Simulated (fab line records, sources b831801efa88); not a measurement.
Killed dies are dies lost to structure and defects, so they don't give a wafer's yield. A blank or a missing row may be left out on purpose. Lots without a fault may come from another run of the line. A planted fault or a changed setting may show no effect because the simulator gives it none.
fab line records | flow gf180mcu
record lots=7 wafers=21 last_day=34
route steps=602 shown LVPWELL@138 MVPSD@139 VT_IMPLANT@140 DUAL_GATE@141
lots that met no fault: from a run of the same line without faults
start_h: hours from the record's first day to the start of the lot's first wafer shown | wait_h: hours since the lot's step before | " the same as in the row above | L1.1+2: a row that stands for several wafers | - no value, or no start given | * or withheld: withheld | < > ~ a bound
route shown NAME@n: a module of which the file shows steps, and the number in the route of the first | usual: mean/standard deviation of fault-free wafers | same: alike in all rows | chamber/n: place in a boat | sites: the reading at each site | _std_site: their standard deviation | _edge_site: outer sites' mean less inner sites' | radius_mm: how far each site lies from the wafer's centre | mask NAME#n: copy n | behind: the tool/chamber that last shaped the wafer | hold: why the lot was held/for how many hours/how that ended | device: the transistor (n, p or np) that didn't switch | end of line: the same wafers' tests at the end of the route | a step without rows: its recipe alone | killed: dies lost to structure and defects at the first sort, not the wafer's yield | map: a wafer's dies, x killed, . not, _ none there
set.NAME: the setting as run; set.NAME@STEP: as run at that earlier step | model.NAME: the simulator's own value behind a step, which no gauge read
lots at some steps of the route; a table a step, a row a wafer
## steps
# step GF_VT_IMPLANT_RS_MEAS_48
# recipe thk_meas_gauge=four-point-probe
# usual LVPWELL_RS=1196.6/2.9
# columns lot.wafer tool chamber start_h wait_h LVPWELL_RS[ohm/sq]
L717.1 film_metro-01 - 160.03 0.1 1199.8
L717.3 " - " " 1199.1
L717.6 " - " " 1196.5
L720.1 film_metro-01 - 175.92 0.1 1195.0
L720.4 " - " " 1196.3
L720.6 " - " " 1191.8
L729.2 film_metro-01 - 233.89 0.1 1195.1
L729.4 " - " " 1196.7
L729.5 " - " " 1194.9
L730.2 film_metro-01 - 239.49 0.1 1194.0
L730.3 " - " " 1194.6
L730.4 " - " " 1201.5
L738.2 film_metro-03 - 299.94 0.1 1195.0
L738.3 " - " " 1194.1
L738.5 " - " " 1191.5
L737.2 film_metro-03 - 300.60 0.1 1199.7
L737.3 " - " " 1201.2
L737.6 " - " " 1197.5
L739.1 film_metro-02 - 305.37 0.1 1200.7
L739.2 " - " " 1199.8
L739.5 " - " " 1199.7
# step GF_VT_IMPLANT_RS_MEAS_49
# recipe thk_meas_gauge=four-point-probe
# usual MVPSD_RS=1168.7/2.9
# columns lot.wafer tool chamber start_h wait_h MVPSD_RS[ohm/sq]
L717.1 film_metro-01 - 160.15 0.1 1170.0
L717.3 " - " " 1170.2
L717.6 " - " " 1166.8
L720.1 film_metro-01 - 176.04 0.1 1169.1
L720.4 " - " " 1166.8
L720.6 " - " " 1164.8
L729.2 film_metro-01 - 234.01 0.1 1172.7
L729.4 " - " " 1172.5
L729.5 " - " " 1166.3
L730.2 film_metro-01 - 239.61 0.1 1171.2
L730.3 " - " " 1169.3
L730.4 " - " " 1174.2
L738.2 film_metro-03 - 300.06 0.1 1172.9
L738.3 " - " " 1169.4
L738.5 " - " " 1166.7
L737.2 film_metro-03 - 300.72 0.1 1169.1
L737.3 " - " " 1166.8
L737.6 " - " " 1164.8
L739.1 film_metro-02 - 305.49 0.1 1169.3
L739.2 " - " " 1171.7
L739.5 " - " " 1171.6
# step GF_VT_IMPLANT_WET_ETCH_50
# recipe chemistry=dHF target_depth_nm=20 target=SiO2 temp_c=25 dilution=100:1 time_s=400
# step GF_DUAL_GATE_CLEAN_00
# recipe chemistry=SC1/SC2 mix=1:4:20 temp_c=70 time_s=150
# step GF_DUAL_GATE_CLEAN_01
# recipe chemistry=dHF time_s=20 dilution=100:1 dry=ipa_marangoni
# step GF_DUAL_GATE_OXIDATION_02
# recipe temp_c=898 ambient=O2 stabilise_s=600 purge_s=300 target_thk_a=108.87 ox_time_s=1602
# step GF_DUAL_GATE_THK_MEAS_03
# recipe reads=SiO2_of_DUAL_GATE_OXIDATION_02
# usual DUAL_GATE_OXIDATION_00_THK=10.63/0.28
# columns lot.wafer tool chamber start_h wait_h DUAL_GATE_OXIDATION_00_THK[nm]
L717.1 film_metro-04 - 162.54 0.0 10.72
L717.3 " - " " 10.56
L717.6 " - " " 10.74
L720.1 film_metro-01 - 177.96 0.0 10.06
L720.4 " - " " 10.17
L720.6 " - " " 10.14
L729.2 film_metro-03 - 236.69 0.0 10.54
L729.4 " - " " 10.60
L729.5 " - " " 10.54
L730.2 film_metro-03 - 241.37 0.0 10.68
L730.3 " - " " 10.71
L730.4 " - " " 10.89
L738.2 film_metro-01 - 301.80 0.0 10.91
L738.3 " - " " 10.84
L738.5 " - " " 10.99
L737.2 film_metro-03 - 303.25 0.0 10.52
L737.3 " - " " 10.51
L737.6 " - " " 10.62
L739.1 film_metro-03 - 307.57 0.0 10.46
L739.2 " - " " 10.40
L739.5 " - " " 10.40
# step GF_DUAL_GATE_DEHYDRATE_04
# recipe temp_c=200 time_s=60
# step GF_DUAL_GATE_HMDS_05
# recipe prime_time_s=60 prime_temp_c=120
# step GF_DUAL_GATE_COAT_06
# recipe resist=NOVOLAK spin_rpm=3000 resist_thk_nm=1000
# step GF_DUAL_GATE_SOFTBAKE_07
# recipe temp_c=90 time_s=60 resist=NOVOLAK
# step GF_DUAL_GATE_EXPOSE_08
# recipe mask_id=Dualgate target_cd_nm=700 na=0.6 source_shape=conventional sigma_outer=0.6 dose_mj=140
# step GF_DUAL_GATE_PEB_09
# recipe temp_c=withheld time_s=* resist=NOVOLAK
# usual chill_plate_temp_C=* exhaust_pa=45.1/0.92
# columns lot.wafer tool chamber start_h wait_h chill_plate_temp_C exhaust_pa
L717.1 litho_track-04 0 178.56 - * 43.8
L717.3 " 0 " " * 44.8
L717.6 " 0 " " * 46.3
L720.1 litho_track-04 0 194.11 - * 45.2
L720.4 " 0 " " * 45.0
L720.6 " 0 " " * 45.3
L729.2 litho_track-02 0 254.66 - * 45.8
L729.4 " 0 " " * 46.8
L729.5 " 0 " " * 46.4
L730.2 litho_track-04 0 259.23 - * 44.4
L730.3 " 0 " " * 44.0
L730.4 " 0 " " * 44.9
L738.2 litho_track-03 - 322.01 - - -
L738.3 " - " " - -
L738.5 " - " " - -
L737.2 litho_track-04 - 323.23 - - -
L737.3 " - " " - -
L737.6 " - " " - -
L739.1 litho_track-03 - 327.63 - - -
L739.2 " - " " - -
L739.5 " - " " - -
# step GF_DUAL_GATE_DEVELOP_10
# recipe develop_time_s=60 dev_temp_c=23
## key
first_sign step=GF_DUAL_GATE_PEB_09 reading=tool_record direction=missing
effect none on later readings
met_at GF_DUAL_GATE_PEB_09
struck_wafers L737.2,L737.3,L737.6,L738.2,L738.3,L738.5,L739.1,L739.2,L739.5
sort_left_out L737.2,L737.3,L737.6,L738.2,L738.3,L738.5,L739.1,L739.2,L739.5
tester_left_out L737,L738,L739
onset_between 259.23 322.01
fault kind=skipped_step_whole tool=litho_track-03,litho_track-04 chamber=- onset_h=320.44 steps=GF_DUAL_GATE_PEB_09 scope=struck_lots_only
# tester_left_out: of these lots the tester's yield and bins aren't shown, on N5 and GAA mostly nor the transistor test; their killed dies are dies lost to structure and defects alone, not to doping, threshold or leakage, so they don't give the yield
# sort_left_out: the simulated sort isn't trusted on such a fault, so these wafers' sort isn't shown, and their yield isn't known
